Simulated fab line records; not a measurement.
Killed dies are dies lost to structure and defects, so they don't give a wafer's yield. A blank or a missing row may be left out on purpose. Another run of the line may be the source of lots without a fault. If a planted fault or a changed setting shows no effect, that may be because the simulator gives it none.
fab line records	flow sky130
record: lots: 14	wafers: 42	lastDay: 50
route steps=708 shown METAL4@631 VIA4@640 METAL5@677 PASSIVATION@681
lots with no fault: from the same line, run without faults
startH: the number of hours between the record's first day and the start of the first shown wafer of the lot	waitH: time in hours since the lot's previous step	" unchanged from the row above	L1.1+2: several wafers, shown together as one row	- no value, or no start given	* or withheld: withheld	< > ~ a bound
route shown NAME@n: a module of which the file shows steps, and the number in the route of the first	usual: the fault-free wafers' mean and standard deviation	same: alike in all rows	chamber/n: place in a boat	sites: each site's reading	_std_site: how widely they spread, as a standard deviation	_edge_site: inner sites' mean taken away from outer sites' mean	radiusMm: for every site, how far away it sits from the centre of the wafer	mask NAME#n: copy n	behind: the tool/chamber that last shaped the wafer	hold: reason for holding the lot/hours on hold/outcome of the hold	device: names the non-switching transistor (n, p or np)	end of line: the route-end tests of the same wafers	step lacking rows: just its recipe	killed: not the wafer's yield, but the dies lost to structure and defects at the first sort	map: a wafer's dies, x killed, . not, _ none there
set.NAME: the setting as run; set.NAME@STEP: as run at that earlier step	model.NAME: the simulator's own value behind a step, which no gauge read
the route's steps for a sample of lots (tables are steps, rows are wafers)
services: the hour from which a tool's chamber was out of use, counted from the record's first day as startH (under 0 if before that day), plus the number of hours and why
== steps ==
step: SKY_METAL4_DESCUM_15
recipe: chemistry: O2	sourcePowerW: 150	biasPowerW: 0	pressureMtorr: 10	tempC: 40	timeS: 8
usual: drypumpMotorCurrentA: 5.7/0.46	oesProductAu: 1.000/0.006
lot.wafer	tool	chamber	startH	waitH	drypumpMotorCurrentA	oesProductAu	rfHoursCounterH
L858.4	rieMetal-03	0	983.89	0.0	5.5	0.998	-
L858.5	"	1	"	"	6.4	1.006	-
L858.6	"	0	"	"	5.4	0.998	-
L859.4	rieMetal-01	0	985.79	0.0	5.4	0.997	-
L859.5	"	0	"	"	5.4	0.999	-
L859.6	"	1	"	"	5.3	0.998	-
L860.3	rieMetal-03	1	990.72	0.0	6.4	0.999	-
L860.4	"	0	"	"	5.5	0.985	-
L860.6	"	0	"	"	5.5	0.994	-
L861.1	rieMetal-03	1	997.28	0.0	6.3	1.006	16
L861.2	"	0	"	"	5.4	0.998	21
L861.3	"	0	"	"	5.4	0.999	-
L862.1	rieMetal-01	0	1003.51	0.0	5.4	0.987	4
L862.2	"	1	"	"	5.3	0.997	16
L862.4	"	1	"	"	5.3	1.000	-
L866.1	rieMetal-03	0	1030.56	0.0	5.5	0.995	0
L866.3	"	1	"	"	6.4	0.995	-
L866.6	"	1	"	"	6.4	0.992	-
L867.2	rieMetal-04	1	1033.83	0.0	6.0	1.003	8
L867.3	"	1	"	"	6.0	0.999	-
L867.6	"	1	"	"	6.0	1.009	-
L868.1	rieMetal-04	1	1036.08	0.0	6.0	1.005	8
L868.3	"	1	"	"	6.0	0.992	-
L868.6	"	1	"	"	6.0	0.997	-
L870.1	rieMetal-04	1	1057.98	0.0	6.0	1.000	9
L870.3	"	0	"	"	6.3	1.014	-
L870.5	"	0	"	"	6.3	1.007	-
L875.1	rieMetal-03	1	1097.38	0.0	6.4	1.008	23
L875.2	"	0	"	"	5.5	0.999	5
L875.5	"	1	"	"	6.4	1.000	-
L877.1	rieMetal-01	1	1098.36	0.0	5.3	1.003	21
L877.4	"	1	"	"	5.3	1.006	-
L877.5	"	1	"	"	5.3	0.997	-
L876.1	rieMetal-01	1	1100.63	0.0	5.3	1.002	22
L876.3	"	1	"	"	5.2	1.007	-
L876.4	"	1	"	"	5.3	1.000	-
L878.1	rieMetal-03	0	1103.56	0.0	5.4	1.000	5
L878.4	"	1	"	"	6.4	0.999	-
L878.6	"	1	"	"	6.3	1.001	-
L881.1	rieMetal-01	1	1124.58	0.0	5.3	1.005	26
L881.3	"	0	"	"	5.4	1.000	-
L881.5	"	0	"	"	5.4	0.999	-
step: SKY_VIA4_THK_MEAS_01
recipe: reads: SiO2_of_VIA4_HDPCVD_00
usual: VIA4_HDPCVD_THK: 1757/17
lot.wafer	tool	chamber	startH	waitH	VIA4_HDPCVD_THK[nm]
L858.4	filmMetro-01	-	985.05	0.0	1748
L858.5	"	-	"	"	1770
L858.6	"	-	"	"	1759
L859.4	filmMetro-01	-	986.91	0.0	1746
L859.5	"	-	"	"	1766
L859.6	"	-	"	"	1751
L860.3	filmMetro-03	-	991.86	0.1	1779
L860.4	"	-	"	"	1764
L860.6	"	-	"	"	1776
L861.1	filmMetro-02	-	998.38	0.1	1728
L861.2	"	-	"	"	1748
L861.3	"	-	"	"	1749
L862.1	filmMetro-03	-	1004.61	0.1	1771
L862.2	"	-	"	"	1772
L862.4	"	-	"	"	1775
L866.1	filmMetro-02	-	1031.84	0.1	1724
L866.3	"	-	"	"	1706
L866.6	"	-	"	"	1697
L867.2	filmMetro-03	-	1034.95	0.1	1758
L867.3	"	-	"	"	1734
L867.6	"	-	"	"	1763
L868.1	filmMetro-03	-	1037.35	0.1	1767
L868.3	"	-	"	"	1754
L868.6	"	-	"	"	1752
L870.1	filmMetro-01	-	1059.07	0.1	1750
L870.3	"	-	"	"	1765
L870.5	"	-	"	"	1751
L875.1	filmMetro-01	-	1098.66	0.1	1762
L875.2	"	-	"	"	1762
L875.5	"	-	"	"	1781
L877.1	filmMetro-03	-	1099.59	0.1	1759
L877.4	"	-	"	"	1767
L877.5	"	-	"	"	1737
L876.1	filmMetro-01	-	1101.85	0.1	1770
L876.3	"	-	"	"	1798
L876.4	"	-	"	"	1779
L878.1	filmMetro-01	-	1105.49	0.2	1743
L878.4	"	-	"	"	1783
L878.6	"	-	"	"	1766
L881.1	filmMetro-03	-	1125.67	0.1	1753
L881.3	"	-	"	"	1774
L881.5	"	-	"	"	1777
step: SKY_METAL5_STRIP_16
recipe: chemistry: O2/N2	powerW: 1400	pressureMtorr: 1500	platenTempC: withheld	o2FlowSccm: 3000	n2FlowSccm: 300	overashFraction: 0.5
usual: drypumpMotorCurrentA: 5.8/0.52	oesProductAu: 0.711/0.0047	stripTimeToEndpointS: 13.07/0.095
lot.wafer	tool	chamber	startH	waitH	drypumpMotorCurrentA	oesProductAu	rfHoursCounterH	stripTimeToEndpointS
L858.4	plasmaAsher-02	1	1032.99	0.1	6.4	0.714	-	13.14
L858.5	"	0	"	"	5.4	0.715	-	13.20
L858.6	"	1	"	"	6.4	0.710	-	13.16
L859.4	plasmaAsher-02	0	1034.94	0.1	5.4	0.714	-	13.12
L859.5	"	0	"	"	5.4	0.709	-	13.20
L859.6	"	1	"	"	6.5	0.708	-	13.15
L860.3	plasmaAsher-04	1	1040.07	0.3	5.1	0.711	-	13.09
L860.4	"	0	"	"	6.2	0.712	-	13.18
L860.6	"	0	"	"	6.2	0.716	-	13.19
L861.1	plasmaAsher-04	0	1044.14	0.2	6.1	0.716	63	13.01
L861.2	"	1	"	"	5.1	0.710	63	13.22
L861.3	"	0	"	"	6.2	0.708	-	13.15
L862.1	plasmaAsher-02	0	1051.89	0.2	5.4	0.705	30	13.15
L862.2	"	1	"	"	6.5	0.712	30	13.03
L862.4	"	0	"	"	5.4	0.713	-	12.99
L866.1	plasmaAsher-03	0	1077.39	0.2	5.5	0.707	1	13.14
L866.3	"	1	"	"	6.5	0.716	-	12.93
L866.6	"	1	"	"	6.5	0.715	-	12.95
L867.2	plasmaAsher-02	1	1080.26	0.2	6.4	0.713	34	13.25
L867.3	"	1	"	"	6.4	0.711	-	13.14
L867.6	"	1	"	"	6.5	0.710	-	13.19
L868.1	plasmaAsher-04	1	1082.74	0.2	5.1	0.709	66	13.06
L868.3	"	0	"	"	6.1	0.714	-	13.01
L868.6	"	1	"	"	5.2	0.704	-	13.00
L870.1	plasmaAsher-03	0	1103.51	0.4	5.5	0.718	4	13.05
L870.3	"	0	"	"	5.5	0.700	-	13.11
L870.5	"	0	"	"	5.5	0.711	-	13.02
L875.1	plasmaAsher-02	1	1139.76	0.2	6.4	0.700	40	13.20
L875.2	"	0	"	"	5.4	0.707	40	13.01
L875.5	"	0	"	"	5.4	0.716	-	13.13
L877.1	plasmaAsher-02	0	1140.44	0.2	5.4	0.709	40	12.98
L877.4	"	1	"	"	6.4	0.715	-	13.13
L877.5	"	0	"	"	5.4	0.716	-	12.92
L876.1	plasmaAsher-04	1	1142.47	0.2	5.1	0.713	71	13.12
L876.3	"	0	"	"	6.2	0.712	-	13.03
L876.4	"	1	"	"	5.1	0.712	-	13.23
L878.1	plasmaAsher-04	1	1145.96	0.2	5.1	0.704	71	13.13
L878.4	"	0	"	"	6.1	0.715	-	13.19
L878.6	"	0	"	"	6.2	0.700	-	13.10
L881.1	plasmaAsher-03	0	1164.74	0.2	5.6	0.709	10	13.05
L881.3	"	1	"	"	6.5	0.705	-	12.99
L881.5	"	0	"	"	5.5	0.709	-	13.04
step: SKY_PASSIVATION_CVD_00
recipe: material: SiO2	targetThkNm: 90	tempC: 400	timeS: withheld	rfW: 600
usual: heaterPowerOuterW: 405/74	heaterPowerW: 701/110
lot.wafer	tool	chamber	startH	waitH	heaterPowerOuterW	heaterPowerW
L858.4	pecvd-01	0	1033.56	0.0	405	635
L858.5	"	2	"	"	450	798
L858.6	"	1	"	"	384	652
L859.4	pecvd-01	2	1035.54	0.0	378	692
L859.5	"	1	"	"	355	613
L859.6	"	0	"	"	503	771
L860.3	pecvd-01	1	1040.63	0.0	330	587
L860.4	"	2	"	"	444	776
L860.6	"	0	"	"	493	769
L861.1	pecvd-04	2	1044.73	0.0	461	791
L861.2	"	0	"	"	359	680
L861.3	"	1	"	"	508	814
L862.1	pecvd-01	1	1052.51	0.0	366	653
L862.2	"	0	"	"	454	720
L862.4	"	0	"	"	458	723
L866.1	pecvd-04	0	1078.07	0.0	321	620
L866.3	"	2	"	"	481	814
L866.6	"	1	"	"	479	798
L867.2	pecvd-03	2	1081.29	0.0	-	-
L867.3	"	1	"	"	-	-
L867.6	"	0	"	"	-	-
L868.1	pecvd-01	0	1083.60	0.0	-	-
L868.3	"	1	"	"	-	-
L868.6	"	1	"	"	-	-
L870.1	pecvd-01	0	1104.39	0.0	448	706
L870.3	"	2	"	"	450	750
L870.5	"	1	"	"	382	664
L875.1	pecvd-03	2	1140.39	0.0	410	713
L875.2	"	0	"	"	349	702
L875.5	"	0	"	"	351	693
L877.1	pecvd-01	0	1141.08	0.0	497	762
L877.4	"	2	"	"	454	791
L877.5	"	0	"	"	512	799
L876.1	pecvd-03	2	1143.12	0.0	475	794
L876.3	"	0	"	"	409	760
L876.4	"	0	"	"	413	776
L878.1	pecvd-01	0	1146.55	0.0	474	731
L878.4	"	2	"	"	457	780
L878.6	"	0	"	"	466	752
L881.1	pecvd-03	0	1165.33	0.0	387	740
L881.3	"	1	"	"	295	513
L881.5	"	1	"	"	303	520
== services ==
tool	chamber	startH	hours	kind
plasmaAsher-03	-	983.04	53.2	repair
pecvd-03	0	998.44	2.1	scheduledDown
rieMetal-03	0	1009.62	-	clean
rieMetal-03	0	1009.62	15.5	scheduledDown
rieMetal-03	0	1009.62	15.5	ventCycle
rieMetal-01	1	1024.74	18.7	repair
rieMetal-03	-	1044.60	2.8	pm
pecvd-01	2	1049.41	5.5	scheduledDown
plasmaAsher-04	-	1050.20	9.9	repair
plasmaAsher-03	-	1055.34	9.0	pm
rieMetal-04	-	1060.83	1.4	pm
pecvd-03	-	1064.46	0.4	repair
rieMetal-04	1	1066.61	1.7	repair
pecvd-01	2	1070.47	2.4	repair
rieMetal-01	0	1095.17	23.8	repair
pecvd-03	-	1095.42	1.8	repair
plasmaAsher-04	-	1103.48	9.0	pm
pecvd-04	1	1115.54	3.6	repair
plasmaAsher-03	-	1117.62	0.8	repair
rieMetal-03	-	1134.44	1.5	repair
plasmaAsher-03	-	1145.50	1.7	repair
rieMetal-01	-	1149.09	0.5	repair
pecvd-04	-	1159.82	1.0	repair
plasmaAsher-04	-	1162.28	0.4	repair
== key ==
firstSign: step: SKY_PASSIVATION_CVD_00	reading: toolRecord	direction: missing
effect none on later readings
metAt SKY_PASSIVATION_CVD_00
struckLots L867,L868
laterRowsLeftOut L867.2,L867.3,L867.6,L868.1,L868.3,L868.6
sortLeftOut L867.2,L867.3,L867.6,L868.1,L868.3,L868.6
notActingAt SKY_METAL4_DESCUM_15,SKY_VIA4_THK_MEAS_01,SKY_METAL5_STRIP_16
onsetBetween 1052.51 1081.29
fault: kind: skippedStepWhole	tool: pecvd-01,pecvd-03	chamber: -	onsetH: 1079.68	steps: SKY_PASSIVATION_CVD_00	scope: struckLotsOnly
sortLeftOut: the simulated sort isn't trusted on such a fault, so these wafers' sort isn't shown, and their yield isn't known
laterRowsLeftOut: the simulator's readings of these wafers behind a module that went badly wrong aren't trusted and aren't shown, but for the sort
